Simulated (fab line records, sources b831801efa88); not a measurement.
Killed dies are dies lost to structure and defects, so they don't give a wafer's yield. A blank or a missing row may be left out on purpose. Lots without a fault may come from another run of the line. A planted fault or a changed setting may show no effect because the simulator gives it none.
One fault seen from 2 desks | flow gf180mcu | each desk has only its own numbers; what lay behind them comes last

THE TOOL OWNER'S DESK: pecvd-04
The tool's own readings at GF_SAB_CVD_00 (deposits SiO2 from TEOS, target thk 50 nm, time 4.9302 s): means of the sampled wafers that have a number, for each lot that ran on this tool. A lot is out of limits, marked OUT, if its mean lies more than 4 standard deviations from the usual mean; the brackets give that distance.
Columns: A = heater_power_w at GF_SAB_CVD_00, usual 699 W
lot  | first seen here | A
L155 | day 14 11:01    | 717
L157 | day 15 12:28    | 713
L163 | day 17 01:52    | 789
L166 | day 18 05:49    | 718
L168 | day 18 19:57    | 678
L169 | day 19 04:17    | 743
This desk's finding: nothing out of limits on any of the 6 lots.

THE METROLOGY DESK
What the gauges read, lot by lot, whatever tool the lot ran on: means of the sampled wafers that have a number. A lot is out of limits, marked OUT, if its mean lies more than 4 standard deviations from the usual mean; the brackets give that distance.
Columns: A = cd_nm at GF_PSD_CD_MEAS_07, usual 400.2 nm; B = SAB_CVD_00_THK at GF_SAB_THK_MEAS_01, usual 50.1 nm; C = CONTACT_CVD_02_THK at GF_CONTACT_THK_MEAS_03, usual 863 nm
lot  | first seen here | A     | B               | C
L155 | day 14 10:14    | 401.6 | 50.5            | 858
L156 | day 14 23:12    | 403.1 | 48.8            | 860
L157 | day 15 11:38    | 399.5 | 49.9            | 866
L158 | day 15 22:23    | 401.8 | 50.5            | 878
L159 | day 15 23:42    | 402.7 | 50.0            | 854
L163 | day 17 01:02    | 399.2 | 51.8            | 858
L162 | day 17 01:05    | 405.1 | 49.6            | 840
L165 | day 17 18:56    | 396.7 | 49.3            | 864
L166 | day 18 05:00    | 398.1 | 49.9            | 852
L168 | day 18 19:10    | 401.5 | 56.8 (+9.3) OUT | 873
L169 | day 19 03:27    | 396.2 | 56.5 (+8.9) OUT | 858
L175 | day 21 06:14    | 396.3 | 49.4            | 858
L177 | day 21 14:44    | 401.7 | 50.4            | 866
L178 | day 21 17:28    | 400.9 | 50.8            | 869
This desk's finding: out of limits on L168, L169; first on L168, day 18 19:59 (SAB_CVD_00_THK at GF_SAB_THK_MEAS_01). In limits: L155, L156, L157, L158, L159, L163, L162, L165, L166, L175, L177, L178.

PUT TOGETHER
The metrology desk could have raised an alarm at day 18 19:59, on L168, L169.
The tool owner's desk saw nothing out of limits.
The tool owner's desk has L168, L169 on record, within its limits.
Of the lots named, all ran GF_SAB_CVD_00 on pecvd-04.

WHAT THE SIMULATOR HAD PUT IN
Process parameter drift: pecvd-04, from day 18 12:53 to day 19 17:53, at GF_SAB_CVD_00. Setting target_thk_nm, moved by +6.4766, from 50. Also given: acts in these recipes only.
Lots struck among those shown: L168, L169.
Hours from the fault's start to each desk's first reading out of limits: the metrology desk, 7.
